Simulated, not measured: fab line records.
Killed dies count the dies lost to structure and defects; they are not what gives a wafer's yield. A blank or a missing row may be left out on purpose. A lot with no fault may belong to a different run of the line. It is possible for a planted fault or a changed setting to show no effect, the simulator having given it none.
fab line records	flow sky130
[record] lots = 5	wafers = 15	lastDay = 49
route steps=708 shown SONOS_TUNNEL@158 SONOS_ONO@168 PAD_OPEN@708
lots that met no fault: from a run of the same line without faults
startH: hours from the record's first day to the start of the lot's first wafer shown	waitH: hours elapsed since this lot's preceding step	" as in the row above	L1.1+2: a row that stands for several wafers	- value missing, or start not given	* or withheld: withheld	< > ~ a bound
route shown NAME@n: NAME is a module with steps in the file, n the number in the route of the first one	usual: mean/standard deviation of fault-free wafers	same: alike in all rows	chamber/n: place in a boat	sites: readings site by site	_std_site: the values' standard deviation	_edge_site: the outer-site mean with the inner-site mean subtracted	radiusMm: for every site, how far away it sits from the centre of the wafer	mask NAME#n: copy n	behind: the last tool/chamber to shape the wafer	hold: what put the lot on hold/how long, in hours/how the hold closed	device: the transistor (n, p or np) that didn't switch	end of line: at the end of the route, the tests of the same wafers	for a step that has no rows: nothing shown but its recipe	killed: not the wafer's yield, but the dies lost to structure and defects at the first sort	map: dies across one wafer; x = killed, . = not, _ = none there
set.NAME: the run value of the setting; set.NAME@STEP: its run value at that earlier step	model.NAME: the simulator's own value behind a step, which no gauge read
lots seen at some steps along the route; tables by step, rows by wafer
[[steps]]
[step SKY_SONOS_TUNNEL_EXPOSE_04]
[recipe] maskId = TUNM	na = 0.6	sourceShape = conventional	sigmaOuter = 0.6	polarization = unpolarized	targetCdNm = 410	doseMj = 136
[step SKY_SONOS_TUNNEL_PEB_05]
[recipe] tempC = withheld	timeS = *	resist = NOVOLAK
[step SKY_SONOS_TUNNEL_DEVELOP_06]
[recipe] resist = NOVOLAK	developer = TMAH	developTimeS = 60	devTempC = 23
[step SKY_SONOS_TUNNEL_CD_MEAS_07]
[recipe] targetCdNm = 410
[usual] cdNm = 409.4/2.3
lot.wafer	tool	chamber	startH	waitH	cdNm
L963.1	cdSem-01	-	253.82	0.1	406.7
L963.5	"	-	"	"	405.8
L963.6	"	-	"	"	405.9
L965.2	cdSem-01	-	264.79	0.1	408.9
L965.3	"	-	"	"	407.6
L965.6	"	-	"	"	410.3
L970.1	cdSem-02	-	312.22	0.1	411.0
L970.3	"	-	"	"	409.9
L970.4	"	-	"	"	409.8
L971.4	cdSem-01	-	320.23	0.1	409.1
L971.5	"	-	"	"	408.9
L971.6	"	-	"	"	410.6
L978.2	cdSem-01	-	371.09	0.1	409.1
L978.4	"	-	"	"	408.7
L978.5	"	-	"	"	410.1
[step SKY_SONOS_TUNNEL_OVL_MEAS_08]
[usual] SONOS_TUNNEL_OVL = -1.0/1.4
lot.wafer	tool	chamber	startH	waitH	SONOS_TUNNEL_OVL[nm]
L963.1	overlay-01	-	253.94	0.1	-0.4
L963.5	"	-	"	"	-3.8
L963.6	"	-	"	"	-2.4
L965.2	overlay-01	-	264.89	0.1	-1.5
L965.3	"	-	"	"	0.2
L965.6	"	-	"	"	-2.6
L970.1	overlay-02	-	312.34	0.1	-1.3
L970.3	"	-	"	"	-3.0
L970.4	"	-	"	"	-1.1
L971.4	overlay-02	-	320.31	0.1	0.3
L971.5	"	-	"	"	-1.1
L971.6	"	-	"	"	2.1
L978.2	overlay-01	-	371.19	0.1	-3.4
L978.4	"	-	"	"	-2.3
L978.5	"	-	"	"	-2.2
[step SKY_SONOS_TUNNEL_IMPLANT_09]
[recipe] species = B	energyKev = 20	doseCm2 = 1e+12	tiltDeg = withheld
[step SKY_SONOS_TUNNEL_WET_ETCH_10]
[recipe] chemistry = dHF	targetDepthNm = 14	target = SiO2	dilution = 100:1	tempC = 25	timeS = 280
[step SKY_SONOS_TUNNEL_STRIP_11]
[recipe] chemistry = SPM	timeS = 600	tempC = 130
[step SKY_SONOS_TUNNEL_TW_MEAS_12]
[usual] SONOS_TUNNEL_TW = 196.3/1.8
lot.wafer	tool	chamber	startH	waitH	SONOS_TUNNEL_TW
L963.1	filmMetro-02	-	254.39	0.0	194.1
L963.5	"	-	"	"	193.6
L963.6	"	-	"	"	193.8
L965.2	filmMetro-01	-	265.35	0.0	195.9
L965.3	"	-	"	"	195.5
L965.6	"	-	"	"	195.7
L970.1	filmMetro-02	-	312.78	0.0	195.9
L970.3	"	-	"	"	195.8
L970.4	"	-	"	"	196.2
L971.4	filmMetro-01	-	320.76	0.0	195.0
L971.5	"	-	"	"	194.6
L971.6	"	-	"	"	195.6
L978.2	filmMetro-03	-	371.64	0.0	198.6
L978.4	"	-	"	"	198.9
L978.5	"	-	"	"	197.5
[step SKY_SONOS_TUNNEL_CLEAN_13]
[recipe] chemistry = dHF	timeS = 20	dilution = 100:1	dry = ipaMarangoni
[step SKY_SONOS_ONO_OXIDATION_00]
[recipe] tempC = 800	ambient = O2	idleTempC = 700	rampUpCPerMin = 10	rampDownCPerMin = 3	stabiliseS = 600	purgeS = 300	targetThkA = 26	oxTimeS = 1249
[step SKY_SONOS_ONO_THK_MEAS_01]
[recipe] reads = SiO2_of_SONOS_ONO_OXIDATION_00
[usual] SONOS_ONO_OXIDATION_THK = 2.58/0.058
lot.wafer	tool	chamber	startH	waitH	SONOS_ONO_OXIDATION_THK[nm]
L963.1	filmMetro-03	-	256.47	0.0	2.60
L963.5	"	-	"	"	2.59
L963.6	"	-	"	"	2.57
L965.2	filmMetro-04	-	268.70	0.0	2.58
L965.3	"	-	"	"	2.52
L965.6	"	-	"	"	2.53
L970.1	filmMetro-04	-	316.76	0.0	2.62
L970.3	"	-	"	"	2.61
L970.4	"	-	"	"	2.66
L971.4	filmMetro-01	-	323.82	0.0	2.60
L971.5	"	-	"	"	2.61
L971.6	"	-	"	"	2.64
L978.2	filmMetro-01	-	379.36	0.0	2.48
L978.4	"	-	"	"	2.53
L978.5	"	-	"	"	2.46
[step SKY_SONOS_ONO_CVD_02]
[recipe] material = Si3N4	precursor = DCS/NH3	targetThkNm = 10.5	tempC = 770	timeS = 180	pressureMtorr = 250
[usual] zonePowerLowerPct = 11.7/0.36
lot.wafer	tool	chamber	startH	waitH	zonePowerLowerPct	model.Si3N4_of_SONOS_ONO_CVD_02.thkNm
L963.1	lpcvd-02	1	256.68	0.2	11.2	10.26
L963.5	"	1	"	"	11.3	10.41
L963.6	"	1	"	"	11.3	10.46
L965.2	lpcvd-02	0	269.55	0.8	11.9	10.59
L965.3	"	0	"	"	11.9	10.62
L965.6	"	0	"	"	12.1	10.66
L970.1	lpcvd-02	0	317.30	0.5	12.0	10.6
L970.3	"	0	"	"	11.8	10.6
L970.4	"	0	"	"	12.0	10.52
L971.4	lpcvd-02	1	324.29	0.5	11.3	10.62
L971.5	"	1	"	"	11.2	10.6
L971.6	"	1	"	"	11.3	10.51
L978.2	lpcvd-02	1	380.92	1.5	11.3	11.44
L978.4	"	1	"	"	11.3	11.55
L978.5	"	1	"	"	11.4	11.66
[step SKY_SONOS_ONO_THK_MEAS_03]
[recipe] reads = Si3N4_of_SONOS_ONO_CVD_02
[usual] SONOS_ONO_CVD_02_THK = 10.48/0.14
lot.wafer	tool	chamber	startH	waitH	SONOS_ONO_CVD_02_THK[nm]
L963.1	filmMetro-03	-	257.73	0.0	10.21
L963.5	"	-	"	"	10.40
L963.6	"	-	"	"	10.42
L965.2	filmMetro-03	-	270.61	0.0	10.58
L965.3	"	-	"	"	10.60
L965.6	"	-	"	"	10.67
L970.1	filmMetro-04	-	318.35	0.0	10.62
L970.3	"	-	"	"	10.61
L970.4	"	-	"	"	10.48
L971.4	filmMetro-04	-	325.37	0.0	10.62
L971.5	"	-	"	"	10.61
L971.6	"	-	"	"	10.54
L978.2	filmMetro-01	-	381.98	0.0	11.44
L978.4	"	-	"	"	11.50
L978.5	"	-	"	"	11.65
[step SKY_SONOS_ONO_CVD_04]
[recipe] material = SiO2	precursor = SiH4/N2O	targetThkNm = 5.7199	tempC = 900	pressureMtorr = 400
[step SKY_PAD_OPEN_PROBE_99]
[usual] killed_at_M0_to_M3 = 44/8.6	killed_at_M4_up = 3.4/1.9	killedAtContacts = 23/5.7	killedAtFrontEnd = 15/4.5	killedAtOther = 0.4/0.62	killedDies = 86/11	killedOpen = 46/7.6	killedShort = 39/6.3
[same] grossDies = 492	killedAtBackSide = 0
lot.wafer	tool	chamber	startH	waitH	killed_at_M0_to_M3	killed_at_M4_up	killedAtContacts	killedAtFrontEnd	killedAtOther	killedDies	killedOpen	killedShort	model.etest.sonosErased.driveUaUm	model.etest.sonosUncharged.rOnOhmUm	model.etest.capOno.gateLog10ACm2	model.etest.capOno.gateBvV	model.etest.capOno.toxAccNm	model.etest.sonosProgrammed.vtV	model.etest.sonosErased.vtV	model.etest.sonosBaked.vtV
L963.1	prober-02	-	1085.39	0.1	32	3	19	7	1	62	37	25	191.3	812.3	-8.111	16.69	12.96	1.386	-2.265	0.873
L963.5	prober-02	-	1085.59	0.2	35	6	23	15	0	79	37	42	208.1	824.1	-8.166	16.74	13.07	1.368	-2.268	0.8774
L963.6	prober-02	-	1085.64	0.2	30	3	31	8	0	72	42	30	168.9	795.7	-8.033	16.62	12.97	1.395	-2.229	0.9195
L965.2	prober-02	-	1095.41	0.1	60	7	18	21	0	106	51	55	210.4	821.4	-8.043	16.42	12.92	1.413	-2.275	0.899
L965.3	prober-02	-	1095.46	0.2	51	4	17	13	3	88	43	42	184.9	814.5	-8.088	16.38	12.96	1.385	-2.241	0.9256
L965.6	prober-02	-	1095.61	0.2	54	5	17	15	0	91	51	39	174.4	825.3	-8.125	16.43	12.99	1.375	-2.217	0.9261
L970.1	prober-01	-	1138.46	0.1	48	4	13	15	0	80	37	42	188.5	821.3	-8.19	16.61	13.11	1.37	-2.155	0.9587
L970.3	prober-01	-	1138.56	0.2	55	2	20	14	0	91	49	42	170.8	825	-8.224	16.88	13.12	1.332	-2.145	0.9303
L970.4	prober-01	-	1138.61	0.2	37	1	18	12	0	68	42	25	180.8	815.7	-8.2	16.57	13.02	1.385	-2.162	0.9454
L971.4	prober-01	-	1144.96	0.2	40	4	16	23	0	83	40	43	195	813.2	-7.971	16.24	12.94	1.401	-2.271	0.9444
L971.5	prober-01	-	1145.01	0.2	50	2	16	15	0	83	45	37	173.3	813.6	-7.899	16.37	12.84	1.46	-2.267	1.014
L971.6	prober-01	-	1145.06	0.2	41	2	24	15	1	83	52	31	227.5	818.8	-8.112	16.49	12.97	1.44	-2.278	0.9217
L978.2	prober-01	-	1176.69	0.1	58	5	22	17	1	103	50	51	165.2	806.3	-8.433	16.96	13.28	1.195	-2.114	0.7657
L978.4	prober-01	-	1176.79	0.2	31	2	22	16	1	72	31	41	175.1	823.7	-8.483	16.72	13.28	1.178	-2.105	0.7937
L978.5	prober-01	-	1176.84	0.2	31	2	28	14	0	75	43	32	169.6	813.3	-8.6	16.76	13.39	1.181	-2.064	0.7083
// killed by level:class
L963.1 VIA1:geometricParticle:open=11 CONTACT:geometricParticle:open=7 LI_CONTACT:geometricParticle:open=6 VIA1:geometricParticle:short=4 VIA2:geometricParticle:short=4 POLY_GATE:geometricParticle:open=3 LI_CONTACT:geometricParticle:short=3 LOCAL_INTERCONNECT:geometricParticle:short=3
L963.5 CONTACT:geometricParticle:open=8 VIA1:geometricParticle:open=8 CONTACT:geometricParticle:short=7 METAL2:geometricParticle:short=6 VIA2:geometricParticle:open=6 VIA3:geometricParticle:open=5 FIELD_ISO:geometricParticle:short=3 METAL1:geometricParticle:short=3
L963.6 CONTACT:geometricParticle:open=14 VIA1:geometricParticle:open=11 CONTACT:geometricParticle:short=7 LI_CONTACT:geometricParticle:open=5 VIA2:geometricParticle:open=4 LOCAL_INTERCONNECT:geometricParticle:short=3 VIA1:geometricParticle:short=3 METAL4:geometricParticle:short=3
L965.2 VIA2:geometricParticle:open=15 VIA1:geometricParticle:open=12 POLY_GATE:geometricParticle:short=7 METAL1:geometricParticle:short=7 CONTACT:geometricParticle:open=6 VIA3:geometricParticle:short=6 VIA1:geometricParticle:short=6 METAL2:geometricParticle:short=6
L965.3 VIA2:geometricParticle:open=10 VIA1:geometricParticle:open=8 METAL2:geometricParticle:short=7 VIA3:geometricParticle:open=7 POLY_GATE:geometricParticle:short=5 METAL1:geometricParticle:short=5 FIELD_ISO:geometricParticle:open=4 LOCAL_INTERCONNECT:geometricParticle:short=4
L965.6 VIA1:geometricParticle:open=19 METAL2:geometricParticle:short=9 LI_CONTACT:geometricParticle:open=7 VIA1:geometricParticle:short=6 CONTACT:geometricParticle:open=6 VIA2:geometricParticle:open=6 FIELD_ISO:geometricParticle:short=4 METAL1:geometricParticle:short=4
L970.1 VIA1:geometricParticle:open=9 VIA2:geometricParticle:open=9 VIA3:geometricParticle:open=7 VIA1:geometricParticle:short=7 FIELD_ISO:geometricParticle:short=6 METAL1:geometricParticle:short=5 VIA3:geometricParticle:short=4 METAL4:geometricParticle:short=4
L970.3 VIA1:geometricParticle:open=12 VIA2:geometricParticle:open=8 CONTACT:geometricParticle:short=7 VIA3:geometricParticle:open=7 POLY_GATE:geometricParticle:open=6 CONTACT:geometricParticle:open=6 VIA2:geometricParticle:short=6 VIA1:geometricParticle:short=6
L970.4 VIA1:geometricParticle:open=14 CONTACT:geometricParticle:open=8 VIA2:geometricParticle:open=6 FIELD_ISO:geometricParticle:open=4 LI_CONTACT:geometricParticle:open=4 METAL2:geometricParticle:short=4 METAL1:geometricParticle:short=4 VIA3:geometricParticle:open=4
L971.4 FIELD_ISO:geometricParticle:short=8 CONTACT:geometricParticle:open=8 VIA3:geometricParticle:open=6 FIELD_ISO:geometricParticle:open=5 POLY_GATE:geometricParticle:short=5 VIA1:geometricParticle:open=5 METAL2:geometricParticle:short=5 VIA2:geometricParticle:open=5
L971.5 VIA1:geometricParticle:open=13 VIA2:geometricParticle:open=7 VIA1:geometricParticle:short=7 METAL1:geometricParticle:short=7 LI_CONTACT:geometricParticle:open=6 LOCAL_INTERCONNECT:geometricParticle:short=5 FIELD_ISO:geometricParticle:open=4 METAL2:geometricParticle:short=4
L971.6 VIA1:geometricParticle:open=15 CONTACT:geometricParticle:open=11 LI_CONTACT:geometricParticle:open=7 VIA3:geometricParticle:open=7 POLY_GATE:geometricParticle:short=6 VIA2:geometricParticle:open=5 METAL1:geometricParticle:short=4 VIA1:geometricParticle:short=4
L978.2 VIA1:geometricParticle:open=13 LI_CONTACT:geometricParticle:open=8 METAL1:geometricParticle:short=8 VIA2:geometricParticle:open=7 FIELD_ISO:geometricParticle:short=6 METAL2:geometricParticle:short=6 CONTACT:geometricParticle:open=5 VIA1:geometricParticle:short=5
L978.4 LI_CONTACT:geometricParticle:open=7 METAL1:geometricParticle:short=7 LI_CONTACT:geometricParticle:short=5 VIA1:geometricParticle:open=5 CONTACT:geometricParticle:short=5 FIELD_ISO:geometricParticle:short=4 METAL3:geometricParticle:short=4 CONTACT:geometricParticle:open=4
L978.5 CONTACT:geometricParticle:open=11 LI_CONTACT:geometricParticle:open=7 VIA3:geometricParticle:open=6 CONTACT:geometricParticle:short=6 METAL3:geometricParticle:short=5 POLY_GATE:geometricParticle:open=4 METAL2:geometricParticle:short=4 VIA2:geometricParticle:open=4
[[key]]
[firstSign] step = SKY_SONOS_ONO_THK_MEAS_03	reading = SONOS_ONO_CVD_02_THK	direction = up	sigmas = 7.4	usual = 10.48	struck = 11.53
effect none on later readings
[modelEffect] step = SKY_SONOS_ONO_CVD_02	value = Si3N4_of_SONOS_ONO_CVD_02.thkNm	without = 10.57	struck = 11.55
[modelEffect] step = SKY_PAD_OPEN_PROBE_99	value = etest.sonosErased.driveUaUm	without = 198.7	struck = 170
metAt SKY_SONOS_ONO_CVD_02
struckWafers L978.2,L978.4,L978.5
testerLeftOut L978
onsetBetween 324.29 380.92
alsoFits time
[fault] kind = processParameterDrift	tool = lpcvd-02	chamber = 1	onsetH = 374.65	steps = SKY_SONOS_ONO_CVD_02	channel = targetThkNm	offset = 0.97983	shape = step	endH = 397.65	actsIn = theseRecipesOnly	stated = 10.5
// testerLeftOut: of these lots the tester's yield and bins aren't shown, on N5 and GAA mostly nor the transistor test; their killed dies are dies lost to structure and defects alone, not to doping, threshold or leakage, so they don't give the yield
